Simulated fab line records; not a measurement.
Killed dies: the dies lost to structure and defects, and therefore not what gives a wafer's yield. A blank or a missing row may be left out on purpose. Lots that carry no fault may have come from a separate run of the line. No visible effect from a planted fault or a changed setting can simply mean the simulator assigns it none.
Comparing a struck lot with a sound one ; flow sky130 ; 27 out of 708 route steps
Sound: the wafers L211.2, L211.4, L211.5. Wafers struck: L221.1, L221.3, L221.4. Last of all comes the cause.
Per side, at each step with rows, come the tool, then ch with its chambers, and then its first start. Under that, the readings that differ: sound wafers ; struck wafers ; difference of the means ; sigmas: that difference in standard deviations of wafers without a fault.
alike: readings whose means differ by less than 2 such deviations, and words and numbers that are the same on both sides. not compared: withheld readings, readings that some wafer has no value for, bounds like >300 that may hide the same value, and numbers for which the record gives no deviation and whose values overlap.
Wherever a step has rows on one side only, a row that says differs or no value, or a row with sigmas, the two part there. Non-overlapping numbers with no deviation appear without sigmas and do not part them. A reading that every wafer of one side lacks parts them only if that side has two wafers or more.

first, 3 steps without rows for these wafers: SKY_LDD_N_EXPOSE_04 (exposes mask NTM, target cd 840 nm); SKY_LDD_N_PEB_05; SKY_LDD_N_DEVELOP_06 (develop time 60 s).
SKY_LDD_N_OVL_MEAS_07:
  sound: overlay-02 at day 19 20:14; struck: overlay-02 at day 23 20:31
reading;sound;struck;difference;sigmas
LDD_N_OVL (nm);0.7 -2.2 0.3;4.0 2.6 3.3;+3.7;+2
then, 8 steps without rows for these wafers: SKY_LDD_N_IMPLANT_08; SKY_LDD_N_IMPLANT_09; SKY_LDD_N_IMPLANT_10; SKY_LDD_N_IMPLANT_11; SKY_LDD_N_IMPLANT_12; SKY_LDD_N_IMPLANT_13; SKY_LDD_N_IMPLANT_14; SKY_LDD_N_IMPLANT_15.
SKY_LDD_N_STRIP_16: strips in O2/N2.
  sound on plasma_asher-01 ch 0,1, day 19 21:28; struck on plasma_asher-04 ch 0,1, day 23 21:45
reading;sound;struck;difference;sigmas
chamber_pressure_mTorr (mTorr);1499.1 1499.0 1498.0;1502.3 1489.4 1490.0;-4.8;-4
oes_product_au (a.u.);0.412 0.400 0.410;0.653 0.584 0.552;+0.189;+44
strip_time_to_endpoint_s (s);4.311 4.334 4.318;- - -;no value on the struck wafers;
model.NOVOLAK_of_LDD_N_COAT_02.thk_nm (nm);0 0 0;242.8 243.2 243.6;+243.2;
  alike: drypump_motor_current_A
  not compared: rf_hours_counter_h
SKY_LDD_N_TW_MEAS_17:
  sound: film_metro-04 at day 19 21:35; struck: film_metro-01 at day 23 21:51
  alike: LDD_N_TW
then, 7 steps without rows for these wafers: SKY_LDD_P_DEHYDRATE_00 (time 60 s); SKY_LDD_P_HMDS_01 (prime time 60 s); SKY_LDD_P_COAT_02 (resist thk 1140 nm); SKY_LDD_P_SOFTBAKE_03 (time 60 s); SKY_LDD_P_EXPOSE_04 (exposes mask PSDM, target cd 380 nm); SKY_LDD_P_PEB_05; SKY_LDD_P_DEVELOP_06 (develop time 60 s).
SKY_LDD_P_CD_MEAS_07: the cd target is 380 nm.
  sound: cd_sem-02 at day 21 04:03; struck: cd_sem-01 at day 25 03:01
  alike: cd_nm
SKY_LDD_P_OVL_MEAS_08:
  sound: overlay-02 at day 21 04:10; struck: overlay-01 at day 25 03:08
  alike: LDD_P_OVL
next, for these wafers, 1 step has no rows: SKY_LDD_P_IMPLANT_09.
SKY_LDD_P_STRIP_10: strips in O2/N2.
  sound on plasma_asher-03 ch 0,1, day 21 04:20; struck on plasma_asher-01 ch 0,1, day 25 03:19
reading;sound;struck;difference;sigmas
strip_time_to_endpoint_s (s);14.13 14.17 14.15;17.89 17.89 17.93;+3.75;+99 or more
  alike: chamber_pressure_mTorr, drypump_motor_current_A, oes_product_au
  not compared: rf_hours_counter_h
SKY_LDD_P_TW_MEAS_11:
  sound: film_metro-03 at day 21 04:27; struck: film_metro-02 at day 25 03:25
reading;sound;struck;difference;sigmas
LDD_P_TW;628 624 627;30 30 30;-596;-81
then, 1 step without rows for these wafers: SKY_LDD_HVN_DEHYDRATE_00 (time 60 s).

## WHERE THEY PART
Earliest at SKY_LDD_N_OVL_MEAS_07; latest, in this record, at SKY_LDD_P_TW_MEAS_11.

WHY: what the simulator had put in
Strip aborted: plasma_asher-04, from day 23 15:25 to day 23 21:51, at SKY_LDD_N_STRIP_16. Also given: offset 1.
